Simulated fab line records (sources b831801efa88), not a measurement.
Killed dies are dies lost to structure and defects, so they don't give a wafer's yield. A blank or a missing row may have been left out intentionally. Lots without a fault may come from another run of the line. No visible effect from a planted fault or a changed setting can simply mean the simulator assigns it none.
What tool caused it? :: flow sfq_line :: 7 lots with 21 wafers sampled at 2 steps, on a route of 325 steps

WHAT THE GAUGES READ, wafer by wafer
SFQ_M3_RS_MEAS_919: measures by four-point-probe.
lot: L378
measured: day 23 16:58
on: film_metro-01
M3_NB_RS (ohm/sq): 0.896 0.904 0.887

lot: L380
measured: day 24 15:07
on: film_metro-02
M3_NB_RS (ohm/sq): 0.872 0.913 0.900

lot: L382
measured: day 25 06:40
on: film_metro-02
M3_NB_RS (ohm/sq): 0.881 0.881 0.872

lot: L389
measured: day 27 00:49
on: film_metro-01
M3_NB_RS (ohm/sq): 0.440 0.443 0.442

lot: L392
measured: day 28 03:43
on: film_metro-02
M3_NB_RS (ohm/sq): 0.878 0.875 0.868

lot: L396
measured: day 30 02:05
on: film_metro-04
M3_NB_RS (ohm/sq): 0.881 0.911 0.900

lot: L399
measured: day 30 23:40
on: film_metro-01
M3_NB_RS (ohm/sq): 0.882 0.886 0.877

TOOL THAT RAN EACH LOT (tool first, then ch and the chambers of the sampled wafers, then the start)
lot: L378
SFQ_TRILAYER_M3_DEP_SPUTTER_073: pvd_sputter-05, day 23 16:51

lot: L380
SFQ_TRILAYER_M3_DEP_SPUTTER_073: pvd_sputter-06, day 24 14:58

lot: L382
SFQ_TRILAYER_M3_DEP_SPUTTER_073: pvd_sputter-04, day 25 06:34

lot: L389
SFQ_TRILAYER_M3_DEP_SPUTTER_073: pvd_sputter-04, day 27 00:28

lot: L392
SFQ_TRILAYER_M3_DEP_SPUTTER_073: pvd_sputter-04, day 28 03:37

lot: L396
SFQ_TRILAYER_M3_DEP_SPUTTER_073: pvd_sputter-06, day 30 01:58

lot: L399
SFQ_TRILAYER_M3_DEP_SPUTTER_073: pvd_sputter-04, day 30 23:35
- SFQ_TRILAYER_M3_DEP_SPUTTER_073: material Nb, target thk 200 nm, time 133.3 s.

THE ANSWER, worked out from the rows above alone
Rule: the lots themselves supply what counts as usual. Put in order of their means at a reading, lots are off if they are a third of the lots or fewer, leave a main group of 4 or more, and stand apart from it by a gap of 3 or more times the standard deviation of the main group's means; of several such gaps the widest counts. If all means in a main group match to the digits the tables above print for the reading, that group is not used. Also off: a lot with no number at a reading for which 4 or more lots have one. Where the step has rows for the other lots, those lots are counted as sound.
Off: L389, seen at SFQ_M3_RS_MEAS_919 (M3_NB_RS). Mean 0.887 ohm/sq and standard deviation 0.0094 in the main group.
A tool fits if, at a process step before that reading, it ran every lot that is off, and no sound lot after the first of them. Gauges at SFQ_M3_RS_MEAS_919: tried the same way as those tools. None of those tried fits.

WHAT HAD BEEN PUT IN BY THE SIMULATOR
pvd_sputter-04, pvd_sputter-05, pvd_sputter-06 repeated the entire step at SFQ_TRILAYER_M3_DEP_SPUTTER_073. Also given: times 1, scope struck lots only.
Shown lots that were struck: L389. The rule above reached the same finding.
